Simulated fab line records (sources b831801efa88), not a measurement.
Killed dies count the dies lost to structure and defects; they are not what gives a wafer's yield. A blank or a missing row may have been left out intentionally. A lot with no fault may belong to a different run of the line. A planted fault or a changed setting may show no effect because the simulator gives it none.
A struck lot beside a sound one || flow sky130 || 43 out of 708 route steps
Sound: wafers L273.2, L273.4, L273.6. Struck: wafers L275.3, L275.4, L275.5. The cause is named last.
At each step with rows: each side's tool, then ch and its chambers, then its first start. Under that, the readings that differ: sound wafers || struck wafers || difference of the means || sigmas: that difference in standard deviations of wafers without a fault.
alike: words and numbers the same on both sides, and readings whose means are apart by under 2 such deviations; not compared: readings that were withheld, readings missing a value for some wafer, numbers with overlapping values and no deviation given by the record, and bounds like >300 which may hide the same value.
The two part at a step that has a row with sigmas, a row that says differs or no value, or rows on one side only. Non-overlapping numbers with no deviation appear without sigmas and do not part them. A reading missing from all wafers of one side parts the sides only when that side holds two or more wafers.

first, 5 steps without rows for these wafers: SKY_VT_ADJUST_NCORE_COAT_02 (resist thk 1140 nm); SKY_VT_ADJUST_NCORE_SOFTBAKE_03 (time 58.28 s); SKY_VT_ADJUST_NCORE_EXPOSE_04 (exposes mask LVTN COMPLEMENT THIN, target cd 380 nm); SKY_VT_ADJUST_NCORE_PEB_05; SKY_VT_ADJUST_NCORE_DEVELOP_06 (develop time 60 s).
SKY_VT_ADJUST_NCORE_CD_MEAS_07: target cd 380 nm.
  struck on cd_sem-02, day 14 16:47; sound on cd_sem-02, day 14 01:11
{"reading": "cd_nm (nm)", "sound": "377.1 377.1 377.0", "struck": "386.2 387.0 386.6", "difference": "+9.5", "sigmas": "+3"}
SKY_VT_ADJUST_NCORE_OVL_MEAS_08:
  struck on overlay-02, day 14 16:53; sound on overlay-01, day 14 01:17
  alike: VT_ADJUST_NCORE_OVL
after that, 1 step had no rows for these wafers: SKY_VT_ADJUST_NCORE_IMPLANT_09.
SKY_VT_ADJUST_NCORE_STRIP_10: strips in O2/N2.
  sound on plasma_asher-02 ch 0,1, day 14 01:28; struck on plasma_asher-03 ch 0,1, day 14 17:05
  alike: drypump_motor_current_A, oes_product_au, strip_time_to_endpoint_s
  not compared: rf_hours_counter_h
SKY_VT_ADJUST_NCORE_TW_MEAS_11:
  struck on film_metro-04, day 14 17:11; sound on film_metro-04, day 14 01:35
  alike: VT_ADJUST_NCORE_TW
then, 2 steps without rows for these wafers: SKY_VT_ADJUST_HVTR_DEHYDRATE_00 (time 60 s); SKY_VT_ADJUST_HVTR_HMDS_01 (prime time 60 s).
SKY_VT_ADJUST_HVTR_COAT_02: resist thk 1140 nm.
  struck on litho_track-03, day 15 06:49; sound on litho_track-02 ch 0, day 14 14:11
  no value came back on the struck wafers for chill_plate_temp_C (C), dispense_pressure_kPa (kPa), exhaust_pa (Pa); on the sound wafers chill_plate_temp_C (C) reads 22.90 22.91 23.02
then, 4 steps without rows for these wafers: SKY_VT_ADJUST_HVTR_SOFTBAKE_03 (time 60 s); SKY_VT_ADJUST_HVTR_EXPOSE_04 (exposes mask HVTRM, target cd 380 nm); SKY_VT_ADJUST_HVTR_PEB_05; SKY_VT_ADJUST_HVTR_DEVELOP_06 (develop time 60 s).
SKY_VT_ADJUST_HVTR_CD_MEAS_07: target cd 380 nm.
  struck on cd_sem-01, day 15 20:16; sound on cd_sem-01, day 15 04:23
{"reading": "cd_nm (nm)", "sound": "375.9 376.3 376.3", "struck": "- - -", "difference": "no value on the struck wafers", "sigmas": ""}
SKY_VT_ADJUST_HVTR_OVL_MEAS_08:
  struck on overlay-02, day 15 20:21; sound on overlay-01, day 15 04:29
{"reading": "VT_ADJUST_HVTR_OVL (nm)", "sound": "2.0 2.5 1.7", "struck": "- - -", "difference": "no value on the struck wafers", "sigmas": ""}
after that, 1 step had no rows for these wafers: SKY_VT_ADJUST_HVTR_IMPLANT_09.
SKY_VT_ADJUST_HVTR_STRIP_10: strips in O2/N2.
  sound on plasma_asher-03 ch 0, day 15 04:40; struck on plasma_asher-01 ch 0,1, day 15 20:34
  no value came back on the struck wafers for oes_product_au (a.u.), strip_time_to_endpoint_s (s); on the sound wafers oes_product_au (a.u.) reads 0.717 0.706 0.719
  alike: drypump_motor_current_A
  not compared: rf_hours_counter_h
SKY_VT_ADJUST_HVTR_TW_MEAS_11:
  struck on film_metro-03, day 15 20:38; sound on film_metro-01, day 15 04:47
  alike: VT_ADJUST_HVTR_TW
then, 7 steps without rows for these wafers: SKY_VT_ADJUST_PCH_DEHYDRATE_00 (time 60 s); SKY_VT_ADJUST_PCH_HMDS_01 (prime time 60 s); SKY_VT_ADJUST_PCH_COAT_02 (resist thk 3000 nm); SKY_VT_ADJUST_PCH_SOFTBAKE_03; SKY_VT_ADJUST_PCH_EXPOSE_04 (exposes mask NWM, target cd 840 nm); SKY_VT_ADJUST_PCH_PEB_05; SKY_VT_ADJUST_PCH_DEVELOP_06 (develop time 60 s).
SKY_VT_ADJUST_PCH_OVL_MEAS_07:
  struck on overlay-01, day 17 01:31; sound on overlay-02, day 16 08:37
  alike: VT_ADJUST_PCH_OVL
after that, 1 step had no rows for these wafers: SKY_VT_ADJUST_PCH_IMPLANT_08.
SKY_VT_ADJUST_PCH_STRIP_09: strips in O2/N2.
  sound on plasma_asher-04 ch 0,1, day 16 08:47; struck on plasma_asher-01 ch 0,1, day 17 01:43
  alike: drypump_motor_current_A, oes_product_au, strip_time_to_endpoint_s
  not compared: rf_hours_counter_h
SKY_VT_ADJUST_PCH_TW_MEAS_10:
  struck on film_metro-02, day 17 01:49; sound on film_metro-01, day 16 08:54
{"reading": "VT_ADJUST_PCH_TW", "sound": "144.6 144.8 144.5", "struck": "222.3 222.2 222.3", "difference": "+77.6", "sigmas": "+78"}
then, 7 steps without rows for these wafers: SKY_SONOS_TUNNEL_DEHYDRATE_00 (time 60 s); SKY_SONOS_TUNNEL_HMDS_01 (prime time 60 s); SKY_SONOS_TUNNEL_COAT_02 (resist thk 1140 nm); SKY_SONOS_TUNNEL_SOFTBAKE_03 (time 60 s); SKY_SONOS_TUNNEL_EXPOSE_04 (exposes mask TUNM, target cd 410 nm); SKY_SONOS_TUNNEL_PEB_05; SKY_SONOS_TUNNEL_DEVELOP_06 (develop time 60 s).
SKY_SONOS_TUNNEL_CD_MEAS_07: target cd 410 nm.
  struck on cd_sem-02, day 18 07:12; sound on cd_sem-02, day 17 14:16
  alike: cd_nm
SKY_SONOS_TUNNEL_OVL_MEAS_08:
  struck on overlay-02, day 18 07:17; sound on overlay-02, day 17 14:23
  alike: SONOS_TUNNEL_OVL
SKY_SONOS_TUNNEL_TW_MEAS_12:
  struck on film_metro-02, day 18 07:46; sound on film_metro-02, day 17 14:50
{"reading": "SONOS_TUNNEL_TW", "sound": "195.8 195.9 196.0", "struck": "247.5 247.8 249.5", "difference": "+52.4", "sigmas": "+31"}

WHERE THEY PART
Last at SKY_SONOS_TUNNEL_TW_MEAS_12 as far as this record goes, first at SKY_VT_ADJUST_NCORE_CD_MEAS_07.

WHY: what the simulator had put in
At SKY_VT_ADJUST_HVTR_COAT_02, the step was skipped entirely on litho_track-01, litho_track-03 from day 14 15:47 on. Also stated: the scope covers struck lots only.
